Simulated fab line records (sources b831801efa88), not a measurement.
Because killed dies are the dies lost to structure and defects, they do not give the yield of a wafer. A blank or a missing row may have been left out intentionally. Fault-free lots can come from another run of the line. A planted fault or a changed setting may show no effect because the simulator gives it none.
Struck lot and sound lot, side by side || flow sky130 || 18 steps out of a route of 708
Sound: these wafers, L262.1, L262.2, L262.4. Struck: wafer L249.1. At the end, the cause is stated.
For every step that has rows: the tool of each side, followed by ch and its chambers, followed by its first start. Under that, the readings that differ: sound wafers || struck wafers || difference of the means || sigmas: that difference in standard deviations of wafers without a fault.
alike: same words and numbers on both sides, and readings whose means sit less than 2 such deviations apart. not compared: any withheld reading, any reading some wafer has no value for, any bound like >300 that may hide the same value, and any number with overlapping values for which the record gives no deviation.
Wherever a step has rows on one side only, a row that says differs or no value, or a row with sigmas, the two part there. Numbers that don't overlap but have no deviation are shown without sigmas and don't part them. Lack of a reading on every wafer of one side parts them only where that side has two or more wafers.

first, 3 steps without rows for these wafers: SKY_LI_CONTACT_EXPOSE_09 (exposes mask LICM1, target cd 170 nm); SKY_LI_CONTACT_PEB_10; SKY_LI_CONTACT_DEVELOP_11 (develop time 60 s).
SKY_LI_CONTACT_CD_MEAS_12: the cd target is 170 nm.
  struck on cdSem-02, day 31 19:13; sound on cdSem-01, day 35 14:43
  alike: cdNm
SKY_LI_CONTACT_OVL_MEAS_13:
  struck on overlay-01, day 31 19:20; sound on overlay-01, day 35 14:50
  alike: LI_CONTACT_OVL
SKY_LI_CONTACT_ETCH_14: etches BARC in N2/H2, stops on SiO2, time 45.9 s, target depth 60 nm.
  sound on rieDiel-02 ch 0,2,3, day 35 14:53; struck on rieDiel-02 ch 2, day 31 19:22
{"reading": "rfHoursCounterH (h)", "sound": "5 19 7", "struck": 4, "difference": -6, "sigmas": ""}
  alike: drypumpMotorCurrentA, oesProductAu, throttleValvePct
then, 1 step without rows for these wafers: SKY_LI_CONTACT_ETCH_15 (etches PSG in C4F8/O2/Ar, stops on Si, target depth 600 nm).
SKY_LI_CONTACT_STRIP_16: strips in O2/N2.
  sound on plasmaAsher-03 ch 0,1, day 35 15:01; struck on plasmaAsher-04 ch 1, day 31 19:29
  alike: drypumpMotorCurrentA, oesProductAu, stripTimeToEndpointS
  not compared: rfHoursCounterH
then, 2 steps without rows for these wafers: SKY_LI_CONTACT_CLEAN_17 (cleans in NMP, time 600 s); SKY_LI_CONTACT_PRE_CLEAN_18 (time 5.6 s).
SKY_LI_CONTACT_SPUTTER_19: material Ti, target thk 20 nm, time 106.37 s.
  struck on pvdSputter-04, day 31 19:47; sound on pvdSputter-03, day 35 15:19
  alike: throttleValvePct
SKY_LI_CONTACT_SPUTTER_20: material TiN, target thk 20 nm, time 80 s.
  struck on pvdSputter-04, day 31 19:52; sound on pvdSputter-03, day 35 15:24
  alike: throttleValvePct
SKY_LI_CONTACT_CVD_21: deposits W, target thk 400 nm, time 120.56 s.
  sound on cvdW-02 ch 0,1, day 35 15:28; struck on cvdW-01 ch 0, day 31 19:55
{"reading": "heaterPowerW (W)", "sound": "866 868 891", "struck": 1065, "difference": "+190", "sigmas": "+2"}
{"reading": "model.W_of_LI_CONTACT_CVD_21.thkNm (nm)", "sound": "399.1 395.6 398.7", "struck": 464.7, "difference": "+66.9", "sigmas": ""}
SKY_LI_CONTACT_RS_MEAS_22: the measuring method here is four-point-probe.
  struck on filmMetro-02, day 31 20:20; sound on filmMetro-02, day 35 15:36
{"reading": "LI_CONTACT_W_RS (ohm/sq)", "sound": "0.285 0.288 0.286", "struck": 0.245, "difference": -0.041, "sigmas": -9}
  not compared: hold
SKY_LI_CONTACT_THK_MEAS_23: measures by xrf.
  struck on filmMetro-02, day 32 01:31; sound on filmMetro-02, day 35 15:43
{"reading": "LI_CONTACT_W_THK (nm)", "sound": "409 402 407", "struck": 478, "difference": "+72", "sigmas": "+9"}
  not compared: hold
SKY_LI_CONTACT_CMP_24: polishes, stops on PSG, t overpolish 20 s, target thk 0 nm.
  sound on cmp-01 ch 0,1,3, day 35 15:47; struck on cmp-01 ch 1, day 32 08:55
{"reading": "hold", "sound": "- - -", "struck": "awaitDispo/2.1h/release", "difference": "no value on the sound wafers", "sigmas": ""}
{"reading": "timeToEndpointS (s)", "sound": "98 94 102", "struck": 116, "difference": "+18", "sigmas": "+5"}
  alike: motorCurrentA, retainingRingPressureFrac
SKY_LOCAL_INTERCONNECT_SPUTTER_00: material TiN, target thk 100 nm, time 83.3 s.
  struck on pvdSputter-01, day 32 09:10; sound on pvdSputter-01, day 35 16:05
  alike: throttleValvePct
SKY_PAD_OPEN_PROBE_99:
  rows exist in the record for the sound wafers here (prober-02, day 50 08:25), none for the struck ones

== WHERE THEY PART ==
Earliest at SKY_LI_CONTACT_CVD_21; latest, in this record, at SKY_PAD_OPEN_PROBE_99.

WHY: what the simulator had put in
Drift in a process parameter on cvdW-01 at SKY_LI_CONTACT_CVD_21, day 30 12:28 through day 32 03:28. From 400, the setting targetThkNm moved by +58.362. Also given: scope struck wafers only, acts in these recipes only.
